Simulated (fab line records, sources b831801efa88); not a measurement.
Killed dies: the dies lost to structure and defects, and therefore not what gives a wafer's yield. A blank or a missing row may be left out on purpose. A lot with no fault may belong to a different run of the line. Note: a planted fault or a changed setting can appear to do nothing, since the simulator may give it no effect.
Comparing a struck lot with a sound one / flow sky130 / 43 steps out of a route of 708
Sound: the wafers L876.1, L876.3, L876.6. Wafers struck: L885.1, L885.4, L885.5. The cause is given at the end.
Each step with rows lists, per side, the tool, then ch with its chambers, then its first start. Under that, the readings that differ: sound wafers / struck wafers / difference of the means / sigmas: that difference in standard deviations of wafers without a fault.
alike: readings with means less than 2 such deviations apart, plus words and numbers identical on both sides. not compared: withheld readings, readings lacking a value on some wafer, bounds such as >300 that could conceal the same value, and numbers that have no deviation in the record and whose values overlap.
A row with sigmas, a row that says differs or no value, or rows on one side alone: a step with any of these is where the two part. When numbers do not overlap yet have no deviation, they are printed without sigmas and do not part them. Lack of a reading on every wafer of one side parts them only where that side has two or more wafers.

SKY_VT_ADJUST_LVTN_OVL_MEAS_07:
  sound on overlay-02 at day 7 14:11; struck on overlay-02 at day 10 06:19
  alike: VT_ADJUST_LVTN_OVL
then, 1 step without rows for these wafers: SKY_VT_ADJUST_LVTN_IMPLANT_08.
SKY_VT_ADJUST_LVTN_STRIP_09: strips in O2/N2.
  sound on plasma-asher-04 ch 0,1, day 7 14:22; struck on plasma-asher-04 ch 0,1, day 10 06:30
  alike: drypump-motor-current-A, o2-flow-sccm, oes-product-au, strip-time-to-endpoint-s
  not compared: rf-hours-counter-h
SKY_VT_ADJUST_LVTN_TW_MEAS_10:
  sound on film-metro-02 at day 7 14:28; struck on film-metro-02 at day 10 06:36
  alike: VT_ADJUST_LVTN_TW
then, 7 steps without rows for these wafers: SKY_VT_ADJUST_LVTN_DEHYDRATE_11 (time 60 s); SKY_VT_ADJUST_LVTN_HMDS_12 (prime time 60 s); SKY_VT_ADJUST_LVTN_COAT_13 (resist thk 1140 nm); SKY_VT_ADJUST_LVTN_SOFTBAKE_14 (time 60 s); SKY_VT_ADJUST_LVTN_EXPOSE_15 (exposes mask HVN STD DERIVED, target cd 600 nm); SKY_VT_ADJUST_LVTN_PEB_16; SKY_VT_ADJUST_LVTN_DEVELOP_17 (develop time 60 s).
SKY_VT_ADJUST_LVTN_OVL_MEAS_18:
  sound on overlay-02 at day 8 10:43; struck on overlay-01 at day 11 05:20
  alike: VT_ADJUST_LVTN_01_OVL
SKY_VT_ADJUST_LVTN_IMPLANT_19:
  sound on implanter-01 ch 0, day 8 10:45; struck on implanter-02 ch 0, day 11 05:22
SKY_VT_ADJUST_LVTN_STRIP_20: strips in O2/N2.
  sound on plasma-asher-04 ch 0,1, day 8 10:54; struck on plasma-asher-03 ch 0,1, day 11 05:31
  alike: drypump-motor-current-A, o2-flow-sccm, oes-product-au, strip-time-to-endpoint-s
  not compared: rf-hours-counter-h
SKY_VT_ADJUST_LVTN_TW_MEAS_21:
  sound on film-metro-03 at day 8 11:02; struck on film-metro-03 at day 11 05:37
  alike: VT_ADJUST_LVTN_2_TW
then, 7 steps without rows for these wafers: SKY_VT_ADJUST_NCORE_DEHYDRATE_00 (time 60 s); SKY_VT_ADJUST_NCORE_HMDS_01 (prime time 60 s); SKY_VT_ADJUST_NCORE_COAT_02 (resist thk 1140 nm); SKY_VT_ADJUST_NCORE_SOFTBAKE_03 (time 60 s); SKY_VT_ADJUST_NCORE_EXPOSE_04 (exposes mask LVTN COMPLEMENT THIN, target cd 380 nm); SKY_VT_ADJUST_NCORE_PEB_05; SKY_VT_ADJUST_NCORE_DEVELOP_06 (develop time 60 s).
SKY_VT_ADJUST_NCORE_CD_MEAS_07: target cd 380 nm.
  sound on cd-sem-02 at day 9 07:55; struck on cd-sem-02 at day 12 04:37
  alike: cd-nm
SKY_VT_ADJUST_NCORE_OVL_MEAS_08:
  sound on overlay-02 at day 9 08:02; struck on overlay-01 at day 12 04:44
  alike: VT_ADJUST_NCORE_OVL
then, 1 step without rows for these wafers: SKY_VT_ADJUST_NCORE_IMPLANT_09.
SKY_VT_ADJUST_NCORE_STRIP_10: strips in O2/N2.
  sound on plasma-asher-03 ch 0,1, day 9 08:13; struck on plasma-asher-03 ch 0,1, day 12 04:55
  alike: drypump-motor-current-A, o2-flow-sccm, oes-product-au, strip-time-to-endpoint-s
  not compared: rf-hours-counter-h
SKY_VT_ADJUST_NCORE_TW_MEAS_11:
  sound on film-metro-03 at day 9 08:19; struck on film-metro-03 at day 12 05:01
  alike: VT_ADJUST_NCORE_TW
then, 7 steps without rows for these wafers: SKY_VT_ADJUST_HVTR_DEHYDRATE_00 (time 60 s); SKY_VT_ADJUST_HVTR_HMDS_01 (prime time 60 s); SKY_VT_ADJUST_HVTR_COAT_02 (resist thk 1140 nm); SKY_VT_ADJUST_HVTR_SOFTBAKE_03 (time 60 s); SKY_VT_ADJUST_HVTR_EXPOSE_04 (exposes mask HVTRM, target cd 380 nm); SKY_VT_ADJUST_HVTR_PEB_05; SKY_VT_ADJUST_HVTR_DEVELOP_06 (develop time 60 s).
SKY_VT_ADJUST_HVTR_CD_MEAS_07: target cd 380 nm.
  sound on cd-sem-02 at day 10 06:37; struck on cd-sem-02 at day 13 05:05
  alike: cd-nm
SKY_VT_ADJUST_HVTR_OVL_MEAS_08:
  sound on overlay-02 at day 10 06:44; struck on overlay-01 at day 13 05:13
reading=VT_ADJUST_HVTR_OVL (nm); sound=3.1 3.3 1.6; struck=-0.3 -1.5 0.0; difference=-3.3; sigmas=-3
then, 1 step without rows for these wafers: SKY_VT_ADJUST_HVTR_IMPLANT_09.
SKY_VT_ADJUST_HVTR_STRIP_10: strips in O2/N2.
  sound on plasma-asher-01 ch 0,1, day 10 06:55; struck on plasma-asher-04 ch 0, day 13 05:23
reading=drypump-motor-current-A (A); sound=6.2 6.5 6.5; struck=5.3 5.3 5.3; difference=-1.1; sigmas=-3
  alike: o2-flow-sccm, oes-product-au, strip-time-to-endpoint-s
  not compared: rf-hours-counter-h
SKY_VT_ADJUST_HVTR_TW_MEAS_11:
  sound on film-metro-04 at day 10 07:01; struck on film-metro-02 at day 13 05:29
  alike: VT_ADJUST_HVTR_TW
then, 3 steps without rows for these wafers: SKY_VT_ADJUST_PCH_DEHYDRATE_00 (time 60 s); SKY_VT_ADJUST_PCH_HMDS_01 (prime time 60 s); SKY_VT_ADJUST_PCH_COAT_02 (resist thk 3000 nm).
-- here the record skips 36 days between the struck wafers' starts before and after, leaving off in module VT_ADJUST_PCH and picking up in module PAD_OPEN (first step shown: number 708 of the route) --
SKY_PAD_OPEN_PROBE_99:
  sound on prober-02 at day 46 14:26; struck on prober-01 at day 48 21:08
reading=model.etest.nfet-g5v0d10v5.vt-v-range; sound=0.007182 0.00929 0.01404; struck=0.01618 0.02633 0.0249; difference=+0.01230; sigmas=
  alike: killed_at_M0_to_M3, killed_at_M4_up, killed-at-contacts, killed-at-front-end, killed-at-other, killed-dies, killed-open, killed-short
  not compared: model.etest.res-pwell-under-gate.rs-ohm-sq-range

WHERE THEY PART
First at SKY_VT_ADJUST_HVTR_OVL_MEAS_08; last, within this record, at SKY_VT_ADJUST_HVTR_STRIP_10. Later steps at which nothing parts them and some readings are alike: SKY_VT_ADJUST_HVTR_TW_MEAS_11, SKY_PAD_OPEN_PROBE_99.

WHY: what had been put in by the simulator
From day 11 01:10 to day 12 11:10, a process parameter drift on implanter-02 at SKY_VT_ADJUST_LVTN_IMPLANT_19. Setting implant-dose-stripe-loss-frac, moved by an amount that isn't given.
